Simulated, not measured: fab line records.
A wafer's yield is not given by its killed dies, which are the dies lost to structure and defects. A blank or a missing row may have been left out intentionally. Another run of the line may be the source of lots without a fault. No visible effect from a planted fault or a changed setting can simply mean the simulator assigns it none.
2 desks, one fault | flow gf180mcu | numbers are kept per desk, each desk with only its own; the story behind them comes last

## METROLOGY DESK
What the gauges read for every lot (on any tool): the sampled wafers with a number, averaged. If a lot's mean is further than 4 standard deviations from the usual mean, the lot is out of limits and carries the mark OUT (the distance appears in the brackets).
Columns: A = HV_LDD_2_TW at GF_HV_LDD_TW_MEAS_23, usual 1057; B = cd-nm at GF_HV_LDD_CD_MEAS_31, usual 399.9 nm; C = HV_LDD_02_OVL at GF_HV_LDD_OVL_MEAS_32, usual 0.0 nm
lot  | first seen here | A    | B     | C
L441 | day 12 19:55    | 1071 | 398.7 | 1.0
L443 | day 13 03:56    | 1049 | 399.9 | -0.3
L444 | day 13 20:13    | 1048 | 400.3 | -0.5
L445 | day 14 02:19    | 1065 | 399.8 | 0.2
L452 | day 16 05:37    | 1068 | 398.8 | 0.9
L455 | day 17 07:10    | 1054 | 401.6 | -0.3
L457 | day 17 20:31    | 1062 | 396.0 | 1.4
This desk's verdict: no lot among the 7 shows anything out of limits.

## AT THE TOOL OWNER'S DESK: implanter-02
The tool's own readings at GF_HV_LDD_IMPLANT_35: means of the sampled wafers that have a number, for each lot that ran on this tool. If a lot's mean is further than 4 standard deviations from the usual mean, the lot is out of limits and carries the mark OUT (the distance appears in the brackets).
Columns: A = beam-on-s at GF_HV_LDD_IMPLANT_35, usual 9.99 s; B = dose-ions-cm2 at GF_HV_LDD_IMPLANT_35, usual 7.499e+12; C = faraday-current-uA at GF_HV_LDD_IMPLANT_35, usual 42.4
lot  | first seen here | A     | B                   | C
L441 | day 13 15:10    | 10.04 | 7.988e+12 (+52) OUT | 44.9
L443 | day 13 23:43    | 9.93  | 7.990e+12 (+52) OUT | 45.5 (+4.0) OUT
L444 | day 14 17:18    | 9.95  | 7.974e+12 (+51) OUT | 45.1
L455 | day 18 06:01    | 9.94  | 7.497e+12           | 42.6
This desk's verdict: out of limits on L441, L443, L444, starting with L441 at day 13 15:10 (dose-ions-cm2 at GF_HV_LDD_IMPLANT_35). L455 stayed within limits.

## PUT TOGETHER
An alarm could have come from the tool owner's desk at day 13 15:10, on L441, L443, L444.
From the metrology desk's view, nothing was out of limits.
The metrology desk holds a record of L441, L443, L444, inside its limits.
Of the lots named, all ran GF_HV_LDD_IMPLANT_35 on implanter-02.

## WHAT THE SIMULATOR HAD PUT IN
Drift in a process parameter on implanter-02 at GF_HV_LDD_IMPLANT_35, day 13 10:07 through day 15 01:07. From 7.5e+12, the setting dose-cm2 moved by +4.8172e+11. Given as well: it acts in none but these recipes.
Lots struck among those shown: L441, L443, L444.
How many hours passed from the start of the fault until each desk's first out-of-limits reading: the tool owner's desk, 5.
